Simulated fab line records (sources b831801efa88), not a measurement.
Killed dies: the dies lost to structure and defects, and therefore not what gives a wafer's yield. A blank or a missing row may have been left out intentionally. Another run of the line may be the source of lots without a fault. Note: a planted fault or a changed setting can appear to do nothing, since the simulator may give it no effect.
Code-filled problem report in 8D (eight disciplines) form | flow sky130 | the parts of the form that need people (team, actions taken, sign-off) are left out

1. WHAT IS WRONG
At SKY_VIA2_ETCH_14, run_length_s averages 47.5 s over 6 wafers from 2 lots, while fault-free wafers read 74.3 s, standard deviation 0.37. Measured from the usual mean, that is -72 standard deviations.
The step: etches BARC in N2/H2, stops on SiO2, time 45.9 s, target depth 60 nm.
First seen on wafer L183.1, day 40 05:28, on rie_diel-04. The record has a number at this step for 42 wafers belonging to 14 lots. Rule for "out" (also "out of limits"): further than 4 standard deviations from the usual mean. Any other wafer with a number is counted as sound.

2. WHAT IT IS, AND WHAT IT ISN'T
question                    | is                           | is not
which readings at this step | run_length_s, oes_product_au | drypump_motor_current_A
which lots                  | L183, L184                   | L170, L171, L172, L174, L180, L182, L185, L186, L188, L189, L192, L193
which wafers of those lots  | all that have a number       | -
read on which tools         | rie_diel-04                  | rie_diel-01, rie_diel-03
when                        | from day 40 05:28            | up to then (18 sound wafers); but 18 sound wafers of L185, L186, L188, L189, L192, L193 came after

3. SUSPECTS, AND WHAT RULES EACH OUT
Counting: any tool at a process step up to the reading is kept as a suspect provided that every lot that is out went through it and no sound lot did after the first of them.
- rie_diel-04 at SKY_VIA2_ETCH_14 (etches BARC in N2/H2, stops on SiO2, time 45.9 s, target depth 60 nm): kept. It processed each lot that is out, first L183 at day 40 05:28, and no sound lot thereafter; up to then, the last sound lot it processed was L180 at day 39 13:46. On those wafers its own readings are out: oes_product_au, run_length_s.
The count leaves rie_diel-04 at SKY_VIA2_ETCH_14.

4. THE CAUSE (what the simulator had put in)
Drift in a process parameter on rie_diel-04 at SKY_VIA2_ETCH_14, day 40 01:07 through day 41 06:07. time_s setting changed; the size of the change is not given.
Only this tool survived the counting.

5. THE CHAIN OF EFFECTS, in route order
Each row: a reading where the mean over the struck wafers with a number is more than 3 standard deviations away from the usual. Only readings for which the record gives a usual standard deviation are gone through. hours: the time from each lot's start at the first step in this table that gives one to its start at this step, as a median over the lots. sigmas: the change in usual standard deviations.
hours | step              | reading                  | usual      | on struck wafers | change | sigmas
0     | SKY_VIA2_ETCH_14  | oes_product_au           | 0.856 a.u. | 0.999            | +0.143 | +30
0     | SKY_VIA2_ETCH_14  | run_length_s             | 74.3 s     | 47.5             | -26.8  | -72
0     | SKY_VIA2_ETCH_15  | oes_product_au           | 0.939 a.u. | 0.373            | -0.566 | -99 or more
0     | SKY_VIA2_STRIP_16 | strip_time_to_endpoint_s | 4.051 s    | 4.321            | +0.270 | +10
Here are the process steps it includes:
- SKY_VIA2_ETCH_14: etches BARC in N2/H2, stops on SiO2, time 45.9 s, target depth 60 nm.
- SKY_VIA2_ETCH_15: etches SiO2 in C4F8/O2/Ar, stops on TiN, target depth 546 nm, time 84 s.
- SKY_VIA2_STRIP_16: strips in O2/N2.

6. HOW IT WOULD HAVE BEEN CAUGHT EARLIER
In this record no reading fell out of limits until day 40 05:28, 4 hours after the fault had begun at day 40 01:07.
